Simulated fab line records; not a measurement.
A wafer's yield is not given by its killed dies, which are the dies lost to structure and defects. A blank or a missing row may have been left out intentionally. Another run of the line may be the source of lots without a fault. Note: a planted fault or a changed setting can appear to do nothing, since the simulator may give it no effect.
The tool behind it: which one? -- flow gf180mcu -- Sampling: 13 lots, 39 wafers, 5 of 602 route steps

== WHAT THE GAUGES SHOWED, per wafer ==
GF_NWELL_OVL_MEAS_07. Usual: NWELL_OVL gives 0.5 nm (standard deviation 1.3).
lot,measured,on,NWELL_OVL (nm),flag
L792,day 3 07:48,overlay-01,-1.8 -1.0 -0.8,
L794,day 3 18:23,overlay-02,-2.9 -2.3 -0.6,
L795,day 3 23:20,overlay-02,-0.1 -0.7 -1.4,
L796,day 4 04:45,overlay-01,0.9 2.3 -0.2,
L797,day 4 11:23,overlay-01,-0.8 -0.1 0.9,
L798,day 4 15:03,overlay-02,0.8 0.5 0.7,
L803,day 5 21:05,overlay-01,1.6 1.2 1.4,
L804,day 6 01:46,overlay-02,0.1 -0.2 -0.2,
L808,day 7 00:11,overlay-01,1.7 1.0 0.1,
L810,day 7 10:41,overlay-02,0.6 2.2 2.0,
L811,day 7 15:27,overlay-02,0.5 -1.9 -1.0,
L812,day 7 22:46,overlay-02,2.2 -0.2 -0.6,
L815,day 8 14:24,overlay-02,1.3 1.2 -0.3,

GF_VT_IMPLANT_RS_MEAS_46: measurement is done with a four-point probe. Usual: MVSD_RS gives 456.8 ohm/sq (standard deviation 1.2).
lot,measured,on,MVSD_RS (ohm/sq),flag
L792,day 7 14:38,film-metro-04,458.4 458.4 457.3,
L794,day 8 01:45,film-metro-03,456.6 455.4 455.4,
L795,day 8 07:54,film-metro-01,456.7 455.9 454.8,
L796,day 8 16:26,film-metro-04,459.1 458.2 457.2,
L797,day 9 00:23,film-metro-01,455.8 456.6 455.3,
L798,day 9 03:44,film-metro-04,458.1 458.2 457.7,
L803,day 10 18:46,film-metro-03,469.8 469.4 468.8,OFF
L804,day 11 01:02,film-metro-04,471.0 472.1 470.8,OFF
L808,day 12 05:59,film-metro-04,455.7 458.1 455.7,
L810,day 12 18:26,film-metro-03,455.8 457.7 456.7,
L811,day 13 01:14,film-metro-03,456.7 456.2 456.5,
L812,day 13 08:49,film-metro-04,458.0 457.3 457.3,
L815,day 14 03:28,film-metro-04,458.8 457.8 459.0,

GF_POLY_GATE_THK_MEAS_17. Usual: POLY_GATE_OXIDATION_THK gives 3.98 nm (standard deviation 0.088).
lot,measured,on,POLY_GATE_OXIDATION_THK (nm),flag
L792,day 9 08:11,film-metro-02,3.82 3.76 3.77,
L794,day 9 20:53,film-metro-02,4.02 4.03 4.00,
L795,day 10 02:52,film-metro-02,3.94 3.99 3.92,
L796,day 10 13:10,film-metro-02,3.93 3.97 3.96,
L797,day 10 19:45,film-metro-02,4.00 3.99 3.92,
L798,day 10 23:34,film-metro-02,4.03 4.00 4.08,
L803,day 12 17:02,film-metro-02,4.00 4.01 3.96,
L804,day 13 00:02,film-metro-01,4.17 4.01 4.15,
L808,day 14 07:25,film-metro-02,3.95 3.97 3.95,
L810,day 14 18:49,film-metro-02,4.21 4.20 4.07,
L811,day 15 02:53,film-metro-01,4.08 4.06 4.02,
L812,day 15 09:07,film-metro-02,3.93 4.06 4.02,
L815,day 16 08:02,film-metro-02,4.09 3.97 3.97,

== WHICH TOOL RAN EACH LOT (tool, then ch and the chambers of the sampled wafers, then the start) ==
lot,GF_MVSD_IMPLANT_08,GF_VT_IMPLANT_STRIP_09
L792,"implanter-03 ch 0, day 4 10:56","plasma-asher-03 ch 0,1, day 5 16:13"
L794,"implanter-01 ch 0, day 4 21:30","plasma-asher-03 ch 0,1, day 6 02:35"
L795,"implanter-03 ch 0, day 5 02:40","plasma-asher-03 ch 0,1, day 6 08:02"
L796,"implanter-01 ch 0, day 5 09:17","plasma-asher-04 ch 0,1, day 6 15:02"
L797,"implanter-02 ch 0, day 5 16:26","plasma-asher-04 ch 0,1, day 6 22:38"
L798,"implanter-02 ch 0, day 5 19:41","plasma-asher-02 ch 0,1, day 7 02:34"
L803,"implanter-01 ch 0, day 7 04:41","plasma-asher-02 ch 0,1, day 8 14:04"
L804,"implanter-01 ch 0, day 7 08:50","plasma-asher-02 ch 0,1, day 8 18:43"
L808,"implanter-03 ch 0, day 8 08:44","plasma-asher-02 ch 0,1, day 9 20:35"
L810,"implanter-02 ch 0, day 8 20:37","plasma-asher-03 ch 0,1, day 10 08:40"
L811,"implanter-03 ch 0, day 9 02:02","plasma-asher-03 ch 0,1, day 10 15:05"
L812,"implanter-03 ch 0, day 9 09:23","plasma-asher-02 ch 0,1, day 10 22:13"
L815,"implanter-02 ch 0, day 10 01:31","plasma-asher-02 ch 0,1, day 11 14:53"
- GF_MVSD_IMPLANT_08
- GF_VT_IMPLANT_STRIP_09: strips in O2/N2.

== AS READ BY THE TOOLS THEMSELVES (means over the sampled wafers that have a number; for cases with no such wafer, the mark the record gives instead) ==
GF_MVSD_IMPLANT_08. Usual: dose-ions-cm2 at 1.5997e+13, with a standard deviation of 1.9e+10.
lot,tool,dose-ions-cm2,flag
L792,implanter-03,1.5998e+13,
L794,implanter-01,1.6020e+13,
L795,implanter-03,1.6008e+13,
L796,implanter-01,1.6004e+13,
L797,implanter-02,1.6026e+13,
L798,implanter-02,1.5985e+13,
L803,implanter-01,1.5071e+13,OFF
L804,implanter-01,1.5038e+13,OFF
L808,implanter-03,1.5995e+13,
L810,implanter-02,1.6003e+13,
L811,implanter-03,1.5954e+13,
L812,implanter-03,1.6009e+13,
L815,implanter-02,1.5997e+13,

GF_VT_IMPLANT_STRIP_09. Usual: drypump-motor-current-A 5.96 A, standard deviation 0.28; heater-power-w 329 W, standard deviation 31; oes-product-au 0.717 a.u., standard deviation 0.0048; strip-time-to-endpoint-s 12.63 s, standard deviation 0.034.
lot,tool,drypump-motor-current-A (A),heater-power-w (W),oes-product-au (a.u.),strip-time-to-endpoint-s (s),flag
L792,plasma-asher-03,6.06,332,0.720,12.63,
L794,plasma-asher-03,5.98,332,0.719,12.61,
L795,plasma-asher-03,6.07,328,0.715,12.62,
L796,plasma-asher-04,5.49,306,0.713,12.70,
L797,plasma-asher-04,5.64,289,0.715,12.67,
L798,plasma-asher-02,6.18,352,0.714,12.60,
L803,plasma-asher-02,6.10,336,0.715,12.60,
L804,plasma-asher-02,6.11,337,0.717,12.68,
L808,plasma-asher-02,6.07,336,0.717,12.60,
L810,plasma-asher-03,6.07,326,0.716,12.62,
L811,plasma-asher-03,6.01,340,0.717,12.62,
L812,plasma-asher-02,6.10,337,0.717,12.66,
L815,plasma-asher-02,6.10,335,0.721,12.63,

== THE ANSWER, worked out from the rows above alone ==
Rule: a lot counts as off when the mean over its wafers that have a number is more than 3 standard deviations away from the usual mean. A lot without any number at a reading at which 4 lots or more have one is off too. The other lots that the step has rows for count as sound. After the gauges, taken in route order, come the tools' own readings; for these a lot's mean is taken, as printed above. The first step at which some lot is off is used, and at that step the reading that is off furthest; a lot without a number counts as furthest.
Off: L803, L804, at GF_VT_IMPLANT_RS_MEAS_46 (MVSD_RS).
If a tool, at a process step before that reading, ran all the lots that are off and no sound lot after the first of them, it fits. The gauges at GF_VT_IMPLANT_RS_MEAS_46 aren't tried: what is off there is off at GF_MVSD_IMPLANT_08 too, on other tools, and a gauge's error can't cause that. One fits: implanter-01 at GF_MVSD_IMPLANT_08. Its last sound lot is L796 (day 5 09:17), its first lot that is off L803 (day 7 04:41): a fault that began between those two fits.
On the lots that are off, the tool's own readings at GF_MVSD_IMPLANT_08 differ by more than 5 times the standard deviation of the sound lots' means, which bears it out; dose-ions-cm2 reads 1.5054e+13 there versus 1.6000e+13 on the sound lots.

== WHAT THE SIMULATOR HAD PUT IN ==
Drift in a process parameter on implanter-01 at GF_MVSD_IMPLANT_08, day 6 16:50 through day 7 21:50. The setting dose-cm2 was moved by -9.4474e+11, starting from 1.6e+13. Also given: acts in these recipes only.
Struck lots among those shown: L803, L804. The rule above reached the same finding.
